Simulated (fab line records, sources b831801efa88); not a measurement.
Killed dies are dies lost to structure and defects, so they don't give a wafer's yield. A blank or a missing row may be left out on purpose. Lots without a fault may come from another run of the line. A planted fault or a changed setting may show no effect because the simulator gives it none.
A struck lot beside a sound one | flow sky130 | 19 steps out of a route of 708
Sound: wafers L878.3, L878.5, L878.6. Struck: wafers L892.1, L892.3, L892.6. The cause comes at the end.
At each step with rows: each side's tool, then ch and its chambers, then its first start. Under that, the readings that differ: sound wafers | struck wafers | difference of the means | sigmas: that difference in standard deviations of wafers without a fault.
alike: readings whose means differ by less than 2 such deviations, and words and numbers that are the same on both sides. not compared: withheld readings, readings that some wafer has no value for, bounds like >300 that may hide the same value, and numbers for which the record gives no deviation and whose values overlap.
The two part at a step that has a row with sigmas, a row that says differs or no value, or rows on one side only. Numbers that don't overlap but have no deviation are shown without sigmas and don't part them. A reading that every wafer of one side lacks parts them only if that side has two wafers or more.

SKY_METAL4_STRIP_19: strips in O2/N2.
  sound on plasma_asher-02 ch 0,1, day 44 05:21; struck on plasma_asher-03 ch 0,1, day 47 19:10
  alike: chamber_pressure_mTorr, drypump_motor_current_A, n2_flow_sccm, o2_flow_sccm, oes_product_au, strip_time_to_endpoint_s
  not compared: rf_hours_counter_h
then, 4 steps without rows for these wafers: SKY_METAL4_STRIP_20 (strips in post etch residue remover, time 1200 s); SKY_METAL4_CLEAN_21 (cleans in IPA, time 180 s); SKY_METAL4_CLEAN_22 (cleans in O3/DIW); SKY_VIA4_HDPCVD_00 (deposits SiO2, target thk 1750 nm, time 291.7 s).
SKY_VIA4_THK_MEAS_01:
  sound on film_metro-03, day 44 06:09; struck on film_metro-03, day 47 19:56
  alike: VIA4_HDPCVD_THK
SKY_VIA4_CMP_02: polishes SiO2.
  sound on cmp-02 ch 0,1, day 44 06:14; struck on cmp-01 ch 0,2, day 47 20:03
  alike: motor_current_A, platen_rpm, slurry_filter_dp_kPa
SKY_VIA4_BOW_MEAS_03:
  sound on film_metro-01, day 44 06:32; struck on film_metro-02, day 47 20:18
  alike: VIA4_BOW
then, 4 steps without rows for these wafers: SKY_VIA4_DEHYDRATE_04 (time 60 s); SKY_VIA4_HMDS_05 (prime time 60 s); SKY_VIA4_COAT_06 (resist thk 1140 nm); SKY_VIA4_SOFTBAKE_07 (time 57.09 s).
SKY_VIA4_EXPOSE_08: exposes mask VIM4, target cd 800 nm.
  sound on iline_stepper-01 ch 0, day 44 16:38; struck on iline_stepper-01 ch 0, day 48 05:55
  alike: mask
then, 2 steps without rows for these wafers: SKY_VIA4_PEB_09; SKY_VIA4_DEVELOP_10 (develop time 60 s).
SKY_VIA4_OVL_MEAS_11:
  sound on overlay-02, day 45 04:32; struck on overlay-01, day 48 14:20
  alike: VIA4_OVL
SKY_VIA4_ETCH_12: etches SiO2 in C4F8/O2/Ar, stops on TiN, target depth 580 nm.
  sound on rie_diel-01 ch 0,1,2, day 45 04:34; struck on rie_diel-02 ch 0,1,2, day 48 14:22
  reading               | sound             | struck          | difference | sigmas
  model.VIA4.cd_nm (nm) | 797.3 798.4 798.4 | 823.6 819 840.1 | +29.5      |
  alike: chamber_pressure_mTorr, oes_product_au
SKY_VIA4_STRIP_13: strips in O2/N2.
  sound on plasma_asher-04 ch 0,1, day 45 04:40; struck on plasma_asher-03 ch 0,1, day 48 14:26
  reading                      | sound             | struck            | difference | sigmas
  strip_time_to_endpoint_s (s) | 12.84 12.80 12.83 | 12.87 12.95 12.88 | +0.08      | +2
  alike: chamber_pressure_mTorr, drypump_motor_current_A, n2_flow_sccm, o2_flow_sccm, oes_product_au
  not compared: rf_hours_counter_h
-- the record jumps here: 2 days lie between the struck wafers' starts before and after (it left off in module VIA4 and takes up again in module PAD_OPEN, whose first step shown is number 708 of the route) --
SKY_PAD_OPEN_PROBE_99:
  sound on prober-01, day 48 00:40; struck on prober-01, day 50 21:16
  reading                      | sound                | struck               | difference | sigmas
  model.etest.met4.line_ohm_um | 0.1426 0.1415 0.1432 | 0.1411 0.1403 0.1383 | -0.0025    |
  alike: defect_limited_yield, killed_at_M0_to_M3, killed_at_M4_up, killed_at_contacts, killed_at_front_end, killed_at_other, killed_dies, killed_open, killed_short, sort_bin_3_pad_short, sort_bin_5_function, sort_bin_6_memory, sort_n_pass, sort_yield_pct
  not compared: model.etest.via3_chain.rc_ohm, model.etest.via4_chain.rc_ohm, model.etest.met4.rs_ohm_sq

WHERE THEY PART
Only at SKY_VIA4_STRIP_13, within this record. Later steps at which nothing parts them and some readings are alike: SKY_PAD_OPEN_PROBE_99.

WHY: what the simulator had put in
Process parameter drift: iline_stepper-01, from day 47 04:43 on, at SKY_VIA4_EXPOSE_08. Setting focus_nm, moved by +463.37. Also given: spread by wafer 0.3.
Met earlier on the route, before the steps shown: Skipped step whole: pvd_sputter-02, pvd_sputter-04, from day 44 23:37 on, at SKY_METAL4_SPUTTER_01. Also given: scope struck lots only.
